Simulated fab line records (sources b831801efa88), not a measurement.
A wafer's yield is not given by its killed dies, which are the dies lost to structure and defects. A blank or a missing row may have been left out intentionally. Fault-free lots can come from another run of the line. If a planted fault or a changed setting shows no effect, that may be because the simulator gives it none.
Which of the tools did it? :: flow gf180mcu :: Sampling: 12 lots, 36 wafers, 6 of 602 route steps

## WHAT EACH GAUGE READ, for each wafer
GF_CONTACT_THK_MEAS_01. Usual: CONTACT_CVD_00_THK typically reads 298 nm, with standard deviation 3.5.
lot: L898
measured: day 15 18:07
on: film metro-03
CONTACT_CVD_00_THK (nm): 293 299 294
flag: 

lot: L899
measured: day 15 21:00
on: film metro-03
CONTACT_CVD_00_THK (nm): 310 301 305
flag: 

lot: L904
measured: day 17 13:31
on: film metro-04
CONTACT_CVD_00_THK (nm): 305 300 299
flag: 

lot: L905
measured: day 18 03:19
on: film metro-04
CONTACT_CVD_00_THK (nm): 305 305 306
flag: 

lot: L906
measured: day 18 07:13
on: film metro-04
CONTACT_CVD_00_THK (nm): 298 296 296
flag: 

lot: L909
measured: day 19 13:58
on: film metro-03
CONTACT_CVD_00_THK (nm): 300 303 300
flag: 

lot: L914
measured: day 21 02:46
on: film metro-01
CONTACT_CVD_00_THK (nm): 303 304 303
flag: 

lot: L915
measured: day 21 16:45
on: film metro-01
CONTACT_CVD_00_THK (nm): 295 295 299
flag: 

lot: L916
measured: day 21 23:41
on: film metro-01
CONTACT_CVD_00_THK (nm): 297 291 292
flag: 

lot: L917
measured: day 22 05:02
on: film metro-03
CONTACT_CVD_00_THK (nm): 296 301 295
flag: 

lot: L918
measured: day 22 12:12
on: film metro-01
CONTACT_CVD_00_THK (nm): 298 302 296
flag: 

lot: L919
measured: day 22 21:46
on: film metro-04
CONTACT_CVD_00_THK (nm): 296 298 300
flag: 

GF_CONTACT_RS_MEAS_25: a four-point-probe measurement. Usual: CONTACT_W_RS typically reads 0.384 ohm/sq, with standard deviation 0.0039.
lot: L898
measured: day 16 18:06
on: film metro-03
CONTACT_W_RS (ohm/sq): 0.387 0.391 0.388
flag: 

lot: L899
measured: day 16 21:32
on: film metro-04
CONTACT_W_RS (ohm/sq): 0.388 0.389 0.389
flag: 

lot: L904
measured: day 18 14:12
on: film metro-04
CONTACT_W_RS (ohm/sq): 0.385 0.386 0.683
flag: OFF

lot: L905
measured: day 19 04:43
on: film metro-04
CONTACT_W_RS (ohm/sq): 0.382 0.387 0.385
flag: 

lot: L906
measured: day 19 08:35
on: film metro-03
CONTACT_W_RS (ohm/sq): 0.385 0.688 0.387
flag: OFF

lot: L909
measured: day 20 15:52
on: film metro-03
CONTACT_W_RS (ohm/sq): 0.385 0.382 0.384
flag: 

lot: L914
measured: day 22 04:07
on: film metro-01
CONTACT_W_RS (ohm/sq): 0.383 0.380 0.382
flag: 

lot: L915
measured: day 22 16:37
on: film metro-01
CONTACT_W_RS (ohm/sq): 0.389 0.388 0.391
flag: 

lot: L916
measured: day 23 00:00
on: film metro-01
CONTACT_W_RS (ohm/sq): 0.385 0.385 0.387
flag: 

lot: L917
measured: day 23 05:20
on: film metro-04
CONTACT_W_RS (ohm/sq): 0.384 0.379 0.383
flag: 

lot: L918
measured: day 23 12:25
on: film metro-03
CONTACT_W_RS (ohm/sq): 0.391 0.385 0.386
flag: 

lot: L919
measured: day 23 21:53
on: film metro-03
CONTACT_W_RS (ohm/sq): 0.381 0.378 0.381
flag: 

GF_CONTACT_THK_MEAS_26: measures by xrf. Usual: CONTACT_W_THK typically reads 302 nm, with standard deviation 3.8.
lot: L898
measured: day 16 18:13
on: film metro-03
CONTACT_W_THK (nm): 298 295 299
flag: 

lot: L899
measured: day 16 21:38
on: film metro-04
CONTACT_W_THK (nm): 302 299 300
flag: 

lot: L904
measured: day 18 14:19
on: film metro-04
CONTACT_W_THK (nm): 303 301 172
flag: OFF

lot: L905
measured: day 19 04:49
on: film metro-04
CONTACT_W_THK (nm): 304 298 299
flag: 

lot: L906
measured: day 19 08:42
on: film metro-03
CONTACT_W_THK (nm): 304 170 300
flag: OFF

lot: L909
measured: day 20 15:58
on: film metro-03
CONTACT_W_THK (nm): 303 305 302
flag: 

lot: L914
measured: day 22 04:13
on: film metro-01
CONTACT_W_THK (nm): 307 306 304
flag: 

lot: L915
measured: day 22 16:43
on: film metro-01
CONTACT_W_THK (nm): 299 300 299
flag: 

lot: L916
measured: day 23 00:05
on: film metro-01
CONTACT_W_THK (nm): 300 300 298
flag: 

lot: L917
measured: day 23 05:28
on: film metro-04
CONTACT_W_THK (nm): 306 309 305
flag: 

lot: L918
measured: day 23 12:31
on: film metro-03
CONTACT_W_THK (nm): 294 300 297
flag: 

lot: L919
measured: day 23 21:59
on: film metro-03
CONTACT_W_THK (nm): 300 303 301
flag: 

## TOOL THAT RAN EACH LOT (tool first, then ch and the chambers of the sampled wafers, then the start)
lot: L898
GF_SALICIDE_SPUTTER_03: pvd sputter-01, day 15 17:32
GF_CONTACT_SPUTTER_23: pvd sputter-03, day 16 17:56
GF_CONTACT_CVD_24: cvd w-01 ch 0,1, day 16 17:59

lot: L899
GF_SALICIDE_SPUTTER_03: pvd sputter-04, day 15 20:27
GF_CONTACT_SPUTTER_23: pvd sputter-01, day 16 21:22
GF_CONTACT_CVD_24: cvd w-02 ch 0,1, day 16 21:25

lot: L904
GF_SALICIDE_SPUTTER_03: pvd sputter-01, day 17 12:58
GF_CONTACT_SPUTTER_23: pvd sputter-03, day 18 14:02
GF_CONTACT_CVD_24: cvd w-01 ch 0,1, day 18 14:05

lot: L905
GF_SALICIDE_SPUTTER_03: pvd sputter-01, day 18 02:39
GF_CONTACT_SPUTTER_23: pvd sputter-03, day 19 04:32
GF_CONTACT_CVD_24: cvd w-02 ch 0,1, day 19 04:37

lot: L906
GF_SALICIDE_SPUTTER_03: pvd sputter-04, day 18 06:40
GF_CONTACT_SPUTTER_23: pvd sputter-01, day 19 08:26
GF_CONTACT_CVD_24: cvd w-01 ch 0,1, day 19 08:28

lot: L909
GF_SALICIDE_SPUTTER_03: pvd sputter-03, day 19 13:24
GF_CONTACT_SPUTTER_23: pvd sputter-03, day 20 15:40
GF_CONTACT_CVD_24: cvd w-02 ch 0,1, day 20 15:45

lot: L914
GF_SALICIDE_SPUTTER_03: pvd sputter-01, day 21 02:12
GF_CONTACT_SPUTTER_23: pvd sputter-01, day 22 03:56
GF_CONTACT_CVD_24: cvd w-01 ch 0,1, day 22 04:01

lot: L915
GF_SALICIDE_SPUTTER_03: pvd sputter-01, day 21 16:12
GF_CONTACT_SPUTTER_23: pvd sputter-02, day 22 16:27
GF_CONTACT_CVD_24: cvd w-01 ch 0, day 22 16:29

lot: L916
GF_SALICIDE_SPUTTER_03: pvd sputter-03, day 21 23:07
GF_CONTACT_SPUTTER_23: pvd sputter-01, day 22 23:48
GF_CONTACT_CVD_24: cvd w-01 ch 0,1, day 22 23:53

lot: L917
GF_SALICIDE_SPUTTER_03: pvd sputter-03, day 22 04:30
GF_CONTACT_SPUTTER_23: pvd sputter-03, day 23 05:12
GF_CONTACT_CVD_24: cvd w-01 ch 0,1, day 23 05:14

lot: L918
GF_SALICIDE_SPUTTER_03: pvd sputter-03, day 22 11:38
GF_CONTACT_SPUTTER_23: pvd sputter-02, day 23 12:14
GF_CONTACT_CVD_24: cvd w-01 ch 0,1, day 23 12:19

lot: L919
GF_SALICIDE_SPUTTER_03: pvd sputter-01, day 22 21:13
GF_CONTACT_SPUTTER_23: pvd sputter-02, day 23 21:43
GF_CONTACT_CVD_24: cvd w-01 ch 0,1, day 23 21:46
- GF_SALICIDE_SPUTTER_03: material TiN, target thk 20 nm, time 16.7 s.
- GF_CONTACT_SPUTTER_23: material TiN, target thk 10 nm, time 40 s.
- GF_CONTACT_CVD_24: deposits W, target thk 300 nm, time 90.339 s.

## AS READ BY THE TOOLS THEMSELVES (means over the sampled wafers that have a number; for cases with no such wafer, the mark the record gives instead)
GF_SALICIDE_SPUTTER_03. Usual: throttle valve pct 30.3 %, standard deviation 1.2.
lot: L898
tool: pvd sputter-01
throttle valve pct (%): 31.9
flag: 

lot: L899
tool: pvd sputter-04
throttle valve pct (%): 29.2
flag: 

lot: L904
tool: pvd sputter-01
throttle valve pct (%): 31.2
flag: 

lot: L905
tool: pvd sputter-01
throttle valve pct (%): 31.2
flag: 

lot: L906
tool: pvd sputter-04
throttle valve pct (%): 30.9
flag: 

lot: L909
tool: pvd sputter-03
throttle valve pct (%): 29.6
flag: 

lot: L914
tool: pvd sputter-01
throttle valve pct (%): 31.2
flag: 

lot: L915
tool: pvd sputter-01
throttle valve pct (%): 30.5
flag: 

lot: L916
tool: pvd sputter-03
throttle valve pct (%): 29.7
flag: 

lot: L917
tool: pvd sputter-03
throttle valve pct (%): 29.6
flag: 

lot: L918
tool: pvd sputter-03
throttle valve pct (%): 29.3
flag: 

lot: L919
tool: pvd sputter-01
throttle valve pct (%): 30.8
flag: 

GF_CONTACT_SPUTTER_23. Usual: throttle valve pct 30.2 %, standard deviation 1.
lot: L898
tool: pvd sputter-03
throttle valve pct (%): 28.4
flag: 

lot: L899
tool: pvd sputter-01
throttle valve pct (%): 31.3
flag: 

lot: L904
tool: pvd sputter-03
throttle valve pct (%): 29.6
flag: 

lot: L905
tool: pvd sputter-03
throttle valve pct (%): 29.1
flag: 

lot: L906
tool: pvd sputter-01
throttle valve pct (%): 30.9
flag: 

lot: L909
tool: pvd sputter-03
throttle valve pct (%): 29.0
flag: 

lot: L914
tool: pvd sputter-01
throttle valve pct (%): 30.8
flag: 

lot: L915
tool: pvd sputter-02
throttle valve pct (%): 30.1
flag: 

lot: L916
tool: pvd sputter-01
throttle valve pct (%): 31.1
flag: 

lot: L917
tool: pvd sputter-03
throttle valve pct (%): 30.0
flag: 

lot: L918
tool: pvd sputter-02
throttle valve pct (%): 30.3
flag: 

lot: L919
tool: pvd sputter-02
throttle valve pct (%): 30.7
flag: 

GF_CONTACT_CVD_24. Usual: heater power w 926 W, standard deviation 59; susceptor temp C 399.97 C, standard deviation 0.27.
lot: L898
tool: cvd w-01
heater power w (W): 943
susceptor temp C (C): 400.21
flag: 

lot: L899
tool: cvd w-02
heater power w (W): 862
susceptor temp C (C): 399.94
flag: 

lot: L904
tool: cvd w-01
heater power w (W): 901
susceptor temp C (C): 389.59
flag: OFF

lot: L905
tool: cvd w-02
heater power w (W): 821
susceptor temp C (C): 400.14
flag: 

lot: L906
tool: cvd w-01
heater power w (W): 907
susceptor temp C (C): 389.95
flag: OFF

lot: L909
tool: cvd w-02
heater power w (W): 864
susceptor temp C (C): 400.03
flag: 

lot: L914
tool: cvd w-01
heater power w (W): 956
susceptor temp C (C): 399.79
flag: 

lot: L915
tool: cvd w-01
heater power w (W): 961
susceptor temp C (C): 399.92
flag: 

lot: L916
tool: cvd w-01
heater power w (W): 952
susceptor temp C (C): 400.37
flag: 

lot: L917
tool: cvd w-01
heater power w (W): 951
susceptor temp C (C): 400.17
flag: 

lot: L918
tool: cvd w-01
heater power w (W): 951
susceptor temp C (C): 400.08
flag: 

lot: L919
tool: cvd w-01
heater power w (W): 964
susceptor temp C (C): 399.92
flag: 

## THE ANSWER, worked out from the rows above alone
Rule: a lot is off if the mean of its wafers that have a number lies more than 3 standard deviations from the usual mean. A lot without any number at a reading at which 4 lots or more have one is off too. The other lots that the step has rows for count as sound. First the gauges in route order, then the tools' own readings, where a lot's mean is used as printed above. At the first step where some lot is off, the reading lying furthest off is the one used; lots without a number count as furthest.
Off: L904, L906, at GF_CONTACT_RS_MEAS_25 (CONTACT_W_RS).
A tool fits if, at a process step before that reading, it ran every lot that is off, and no sound lot after the first of them. The gauges at GF_CONTACT_RS_MEAS_25 aren't tried: what is off there is off at GF_CONTACT_CVD_24 too, on other tools, and a gauge's error can't cause that. Of those tried, none fits.

## WHAT WAS PUT IN BY THE SIMULATOR
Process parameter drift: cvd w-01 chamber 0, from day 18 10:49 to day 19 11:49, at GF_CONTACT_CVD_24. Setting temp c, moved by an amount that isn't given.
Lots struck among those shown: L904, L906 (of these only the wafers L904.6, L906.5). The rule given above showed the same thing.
